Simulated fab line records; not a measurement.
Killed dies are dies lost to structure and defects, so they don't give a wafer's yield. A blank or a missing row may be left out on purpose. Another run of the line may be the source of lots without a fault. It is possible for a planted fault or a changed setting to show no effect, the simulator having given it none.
fab line records | flow gf180mcu
[record] lots = 8 | wafers = 24 | lastDay = 31
route steps=602 shown LVPWELL@63 VT_IMPLANT@111 HV_LDD@213
lots untouched by any fault: they come from a run of this same line in which no faults occurred
startH: hours from the record's first day to the start of the lot's first wafer shown | waitH: how many hours have passed since the lot's step before this one | " repeats the value in the row above | L1.1+2: a row that stands for several wafers | - no value, or no start given | * or withheld: withheld | < > ~ a bound
route shown NAME@n: NAME is a module with steps in the file, n the number in the route of the first one | usual: mean and standard deviation over wafers with no fault | same: alike in all rows | chamber/n: place in a boat | sites: per-site readings | _std_site: their standard deviation | _edge_site: inner sites' mean taken away from outer sites' mean | radiusMm: for every site, how far away it sits from the centre of the wafer | mask NAME#n: copy n | behind: the tool/chamber that last shaped the wafer | hold: reason for holding the lot/hours on hold/outcome of the hold | device: whichever transistor did not switch (one of n, p or np) | end of line: tests of these same wafers at the route's end | a step with no rows: only its recipe | killed: the dies lost at the first sort to structure and to defects; this is not the yield of the wafer | map: a wafer's dies, marking killed ones x, the rest . and places with no die _
set.NAME: the setting the step ran with; set.NAME@STEP: the setting that earlier step ran with | model.NAME: the simulator's own value behind a step, which no gauge read
one table for each step of the route and one row for each wafer, over a sample of lots
services: a tool's chamber out of use, with start hour (startH, from the record's first day; less than 0 if before it), hours out, and reason
[[steps]]
[step GF_LVPWELL_IMPLANT_09]
[recipe] species = B | energyKev = 60 | doseCm2 = 5e+12 | tiltDeg = 0
[usual] implantIonAmu = 11/0
lot.wafer | tool         | chamber | startH | waitH | implantIonAmu
L319.2    | implanter-02 | 0       | 72.80  | 0.1   | 11
L319.3    | "            | 0       | "      | "     | 11
L319.5    | "            | 0       | "      | "     | 11
L320.1    | implanter-03 | 0       | 77.86  | 0.1   | 11
L320.2    | "            | 0       | "      | "     | 11
L320.3    | "            | 0       | "      | "     | 11
L321.2    | implanter-04 | 0       | 84.26  | 0.1   | 11
L321.5    | "            | 0       | "      | "     | 11
L321.6    | "            | 0       | "      | "     | 11
L322.1    | implanter-04 | 0       | 90.56  | 0.1   | 11
L322.4    | "            | 0       | "      | "     | 11
L322.5    | "            | 0       | "      | "     | 11
L323.2    | implanter-02 | 0       | 93.25  | 0.1   | 49
L323.4    | "            | 0       | "      | "     | 49
L323.6    | "            | 0       | "      | "     | 49
L324.1    | implanter-04 | 0       | 97.32  | 0.1   | 49
L324.3    | "            | 0       | "      | "     | 49
L324.4    | "            | 0       | "      | "     | 49
L325.2    | implanter-02 | 0       | 105.56 | 0.1   | 49
L325.3    | "            | 0       | "      | "     | 49
L325.4    | "            | 0       | "      | "     | 49
L326.1    | implanter-04 | 0       | 111.08 | 0.1   | 49
L326.2    | "            | 0       | "      | "     | 49
L326.6    | "            | 0       | "      | "     | 49
[step GF_LVPWELL_TW_MEAS_11]
[usual] LVPWELL_TW = 555/5.4
lot.wafer | tool         | chamber | startH | waitH | LVPWELL_TW
L319.2    | filmMetro-01 | -       | 73.03  | 0.1   | 549
L319.3    | "            | -       | "      | "     | 553
L319.5    | "            | -       | "      | "     | 553
L320.1    | filmMetro-01 | -       | 78.11  | 0.1   | 551
L320.2    | "            | -       | "      | "     | 554
L320.3    | "            | -       | "      | "     | 554
L321.2    | filmMetro-04 | -       | 84.49  | 0.1   | 547
L321.5    | "            | -       | "      | "     | 549
L321.6    | "            | -       | "      | "     | 548
L322.1    | filmMetro-02 | -       | 90.81  | 0.1   | 562
L322.4    | "            | -       | "      | "     | 562
L322.5    | "            | -       | "      | "     | 562
L323.2    | filmMetro-02 | -       | 93.48  | 0.1   | 686
L323.4    | "            | -       | "      | "     | 685
L323.6    | "            | -       | "      | "     | 685
L324.1    | filmMetro-01 | -       | 97.57  | 0.1   | 675
L324.3    | "            | -       | "      | "     | 676
L324.4    | "            | -       | "      | "     | 675
L325.2    | filmMetro-02 | -       | 105.79 | 0.1   | 687
L325.3    | "            | -       | "      | "     | 689
L325.4    | "            | -       | "      | "     | 686
L326.1    | filmMetro-02 | -       | 111.33 | 0.1   | 684
L326.2    | "            | -       | "      | "     | 686
L326.6    | "            | -       | "      | "     | 686
[step GF_VT_IMPLANT_TW_MEAS_21]
[usual] VT_IMPLANT_2_TW = 1215/12
lot.wafer | tool         | chamber | startH | waitH | VT_IMPLANT_2_TW
L319.2    | filmMetro-04 | -       | 132.22 | 0.1   | 1200
L319.3    | "            | -       | "      | "     | 1194
L319.5    | "            | -       | "      | "     | 1200
L320.1    | filmMetro-04 | -       | 137.61 | 0.1   | 1199
L320.2    | "            | -       | "      | "     | 1204
L320.3    | "            | -       | "      | "     | 1202
L321.2    | filmMetro-03 | -       | 145.09 | 0.1   | 1229
L321.5    | "            | -       | "      | "     | 1229
L321.6    | "            | -       | "      | "     | 1236
L322.1    | filmMetro-01 | -       | 151.73 | 0.1   | 1204
L322.4    | "            | -       | "      | "     | 1208
L322.5    | "            | -       | "      | "     | 1212
L323.2    | filmMetro-01 | -       | 155.62 | 0.1   | 1209
L323.4    | "            | -       | "      | "     | 1205
L323.6    | "            | -       | "      | "     | 1204
L324.1    | filmMetro-03 | -       | 158.47 | 0.1   | 1233
L324.3    | "            | -       | "      | "     | 1228
L324.4    | "            | -       | "      | "     | 1230
L325.2    | filmMetro-03 | -       | 171.22 | 0.1   | 1232
L325.3    | "            | -       | "      | "     | 1232
L325.4    | "            | -       | "      | "     | 1224
L326.1    | filmMetro-03 | -       | 174.66 | 0.1   | 1224
L326.2    | "            | -       | "      | "     | 1224
L326.6    | "            | -       | "      | "     | 1224
[step GF_VT_IMPLANT_RS_MEAS_48]
[recipe] thkMeasGauge = four-point-probe
[usual] LVPWELL_RS = 1197.5/3
lot.wafer | tool         | chamber | startH | waitH | LVPWELL_RS[ohm/sq]
L319.2    | filmMetro-04 | -       | 165.33 | 0.1   | 1198.7
L319.3    | "            | -       | "      | "     | 1197.6
L319.5    | "            | -       | "      | "     | 1198.7
L320.1    | filmMetro-02 | -       | 170.31 | 0.1   | 1187.2
L320.2    | "            | -       | "      | "     | 1190.7
L320.3    | "            | -       | "      | "     | 1191.0
L321.2    | filmMetro-01 | -       | 179.24 | 0.1   | 1199.8
L321.5    | "            | -       | "      | "     | 1196.6
L321.6    | "            | -       | "      | "     | 1197.3
L322.1    | filmMetro-04 | -       | 185.33 | 0.1   | 1197.3
L322.4    | "            | -       | "      | "     | 1197.9
L322.5    | "            | -       | "      | "     | 1196.7
L323.2    | filmMetro-02 | -       | 188.74 | 0.1   | 1168.0
L323.4    | "            | -       | "      | "     | 1169.0
L323.6    | "            | -       | "      | "     | 1168.8
L324.1    | filmMetro-02 | -       | 192.78 | 0.1   | 1176.8
L324.3    | "            | -       | "      | "     | 1175.0
L324.4    | "            | -       | "      | "     | 1178.6
L325.2    | filmMetro-02 | -       | 206.28 | 0.1   | 1170.5
L325.3    | "            | -       | "      | "     | 1171.2
L325.4    | "            | -       | "      | "     | 1170.4
L326.1    | filmMetro-02 | -       | 209.31 | 0.1   | 1171.8
L326.2    | "            | -       | "      | "     | 1174.7
L326.6    | "            | -       | "      | "     | 1173.9
[step GF_HV_LDD_STRIP_37]
[recipe] chemistry = O2/N2 | powerW = 1400 | pressureMtorr = 1500 | platenTempC = 250 | o2FlowSccm = 3000 | n2FlowSccm = 300 | overashFraction = 0.5
[usual] drypumpMotorCurrentA = 5.8/0.36 | heaterPowerW = 326/23 | oesProductAu = 0.716/0.0046 | stripTimeToEndpointS = 12.63/0.035
lot.wafer | tool           | chamber | startH | waitH | drypumpMotorCurrentA | heaterPowerW | oesProductAu | rfHoursCounterH | stripTimeToEndpointS
L319.2    | plasmaAsher-01 | 0       | 263.15 | 0.1   | 5.8                  | 271          | 0.718        | 47              | 12.63
L319.3    | "              | 0       | "      | "     | 5.8                  | 275          | 0.718        | -               | 12.63
L319.5    | "              | 1       | "      | "     | 5.4                  | 298          | 0.715        | -               | 12.60
L320.1    | plasmaAsher-04 | 1       | 268.30 | 0.1   | 5.9                  | 327          | 0.714        | 60              | 12.65
L320.2    | "              | 0       | "      | "     | 5.8                  | 336          | 0.728        | 60              | 12.63
L320.3    | "              | 0       | "      | "     | 5.9                  | 325          | 0.719        | -               | 12.64
L321.2    | plasmaAsher-03 | 0       | 277.93 | 0.1   | 6.2                  | 351          | 0.724        | 16              | 12.67
L321.5    | "              | 0       | "      | "     | 6.2                  | 347          | 0.708        | -               | 12.59
L321.6    | "              | 1       | "      | "     | 5.2                  | 333          | 0.719        | -               | 12.65
L322.1    | plasmaAsher-04 | 0       | 288.58 | 0.1   | 5.8                  | 326          | 0.712        | 63              | 12.58
L322.4    | "              | 1       | "      | "     | 5.9                  | 324          | 0.713        | -               | 12.57
L322.5    | "              | 1       | "      | "     | 5.9                  | 335          | 0.708        | -               | 12.58
L323.2    | plasmaAsher-04 | 1       | 292.90 | 0.2   | 5.9                  | 338          | 0.706        | 63              | 12.64
L323.4    | "              | 1       | "      | "     | 5.9                  | 335          | 0.715        | -               | 12.60
L323.6    | "              | 0       | "      | "     | 5.8                  | 326          | 0.724        | -               | 12.63
L324.1    | plasmaAsher-03 | 0       | 296.95 | 0.1   | 6.3                  | 348          | 0.711        | 18              | 12.59
L324.3    | "              | 1       | "      | "     | 5.2                  | 324          | 0.717        | -               | 12.65
L324.4    | "              | 0       | "      | "     | 6.3                  | 353          | 0.717        | -               | 12.63
L326.1    | plasmaAsher-03 | 1       | 316.15 | 0.1   | 5.2                  | 337          | 0.722        | 20              | 12.65
L326.2    | "              | 0       | "      | "     | 6.2                  | 350          | 0.716        | 20              | 12.66
L326.6    | "              | 0       | "      | "     | 6.2                  | 358          | 0.711        | -               | 12.65
L325.2    | plasmaAsher-01 | 0       | 316.45 | 0.1   | 5.8                  | 267          | 0.715        | 53              | 12.60
L325.3    | "              | 1       | "      | "     | 5.4                  | 299          | 0.714        | -               | 12.60
L325.4    | "              | 0       | "      | "     | 5.8                  | 274          | 0.717        | -               | 12.71
[step GF_HV_LDD_STRIP_49]
[recipe] chemistry = O2/N2 | powerW = 1400 | pressureMtorr = 1500 | platenTempC = 250 | o2FlowSccm = 3000 | n2FlowSccm = 300 | overashFraction = 0.5
[usual] drypumpMotorCurrentA = 5.8/0.31 | heaterPowerW = 319/25 | oesProductAu = 0.716/0.0047 | stripTimeToEndpointS = 12.63/0.033
lot.wafer | tool           | chamber | startH | waitH | drypumpMotorCurrentA | heaterPowerW | oesProductAu | rfHoursCounterH | stripTimeToEndpointS
L319.2    | plasmaAsher-03 | 0       | 283.40 | 0.1   | 6.3                  | 342          | 0.717        | 17              | 12.61
L319.3    | "              | 0       | "      | "     | 6.2                  | 342          | 0.715        | -               | 12.62
L319.5    | "              | 0       | "      | "     | 6.3                  | 358          | 0.716        | -               | 12.59
L320.1    | plasmaAsher-01 | 0       | 288.50 | 0.1   | 5.8                  | 276          | 0.715        | 50              | 12.66
L320.2    | "              | 1       | "      | "     | 5.4                  | 309          | 0.716        | 50              | 12.70
L320.3    | "              | 1       | "      | "     | 5.4                  | 308          | 0.717        | -               | 12.70
L321.2    | plasmaAsher-04 | 0       | 298.28 | 0.1   | 5.8                  | 329          | 0.717        | 64              | 12.65
L321.5    | "              | 0       | "      | "     | 5.8                  | 338          | 0.701        | -               | 12.66
L321.6    | "              | 1       | "      | "     | 5.9                  | 332          | 0.720        | -               | 12.68
L322.1    | plasmaAsher-04 | 0       | 308.68 | 0.1   | 5.8                  | 329          | 0.723        | 65              | 12.59
L322.4    | "              | 1       | "      | "     | 5.9                  | 332          | 0.710        | -               | 12.62
L322.5    | "              | 0       | "      | "     | 5.8                  | 330          | 0.726        | -               | 12.60
L323.2    | plasmaAsher-01 | 1       | 313.55 | 0.1   | 5.4                  | 308          | 0.720        | 52              | 12.63
L323.4    | "              | 0       | "      | "     | 5.8                  | 272          | 0.711        | -               | 12.61
L323.6    | "              | 1       | "      | "     | 5.4                  | 307          | 0.716        | -               | 12.63
L324.1    | plasmaAsher-01 | 0       | 317.25 | 0.1   | 5.8                  | 270          | 0.717        | 53              | 12.60
L324.3    | "              | 0       | "      | "     | 5.9                  | 273          | 0.713        | -               | 12.63
L324.4    | "              | 1       | "      | "     | 5.4                  | 296          | 0.725        | -               | 12.59
L326.1    | plasmaAsher-04 | 0       | 338.00 | 0.1   | 5.8                  | 325          | 0.711        | 68              | 12.59
L326.2    | "              | 1       | "      | "     | 5.9                  | 337          | 0.716        | 68              | 12.61
L326.6    | "              | 1       | "      | "     | 5.9                  | 336          | 0.714        | -               | 12.60
L325.2    | plasmaAsher-01 | 1       | 338.30 | 0.1   | 5.4                  | 305          | 0.715        | 55              | 12.62
L325.3    | "              | 1       | "      | "     | 5.4                  | 303          | 0.717        | -               | 12.60
L325.4    | "              | 0       | "      | "     | 5.8                  | 276          | 0.712        | -               | 12.61
[[services]]
tool           | chamber | startH | hours | kind
implanter-03   | -       | 72.44  | 3.2   | pm
implanter-04   | -       | 73.79  | 2.6   | pm
implanter-03   | -       | 94.42  | 4.1   | pm
implanter-03   | -       | 107.97 | 4.7   | repair
plasmaAsher-03 | -       | 108.75 | 9.0   | pm
plasmaAsher-03 | 0       | 108.75 | 9.0   | ventCycle
plasmaAsher-03 | 1       | 108.75 | 9.0   | ventCycle
plasmaAsher-03 | 0       | 117.75 | -     | clean
plasmaAsher-03 | 1       | 117.75 | -     | clean
plasmaAsher-03 | -       | 172.32 | 1.6   | repair
implanter-04   | -       | 178.72 | 2.8   | repair
plasmaAsher-03 | -       | 190.13 | 2.8   | pm
plasmaAsher-01 | -       | 204.14 | 14.6  | pm
implanter-02   | -       | 226.09 | 4.4   | pm
implanter-02   | -       | 240.01 | 12.7  | pm
implanter-03   | -       | 253.14 | 1.8   | repair
plasmaAsher-03 | -       | 255.19 | 1.0   | repair
implanter-03   | -       | 266.14 | 2.5   | repair
implanter-02   | -       | 278.43 | 106.0 | repair
plasmaAsher-03 | -       | 320.15 | 2.0   | repair
[[key]]
[firstSign] step = GF_LVPWELL_IMPLANT_09 | reading = implantIonAmu | direction = up | sigmas = 99+ | usual = 11 | struck = 49
[effect] step = GF_LVPWELL_TW_MEAS_11 | reading = LVPWELL_TW | direction = up | sigmas = 24 | usual = 555 | struck = 683
[effect] step = GF_VT_IMPLANT_RS_MEAS_48 | reading = LVPWELL_RS | direction = down | sigmas = 8.5 | usual = 1197.5 | struck = 1172.4
metAt GF_LVPWELL_IMPLANT_09
struckLots L323,L324,L325,L326
testerLeftOut L323,L324,L325,L326
notActingAt GF_VT_IMPLANT_TW_MEAS_21,GF_HV_LDD_STRIP_37,GF_HV_LDD_STRIP_49
onsetBetween 90.56 93.25
[fault] kind = wrongRecipeDownload | tool = implanter-02,implanter-03,implanter-04 | chamber = - | onsetH = 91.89 | steps = GF_LVPWELL_IMPLANT_09 | wrongRecipe.notListed = 1
// testerLeftOut: of these lots the tester's yield and bins aren't shown, on N5 and GAA mostly nor the transistor test; their killed dies are dies lost to structure and defects alone, not to doping, threshold or leakage, so they don't give the yield
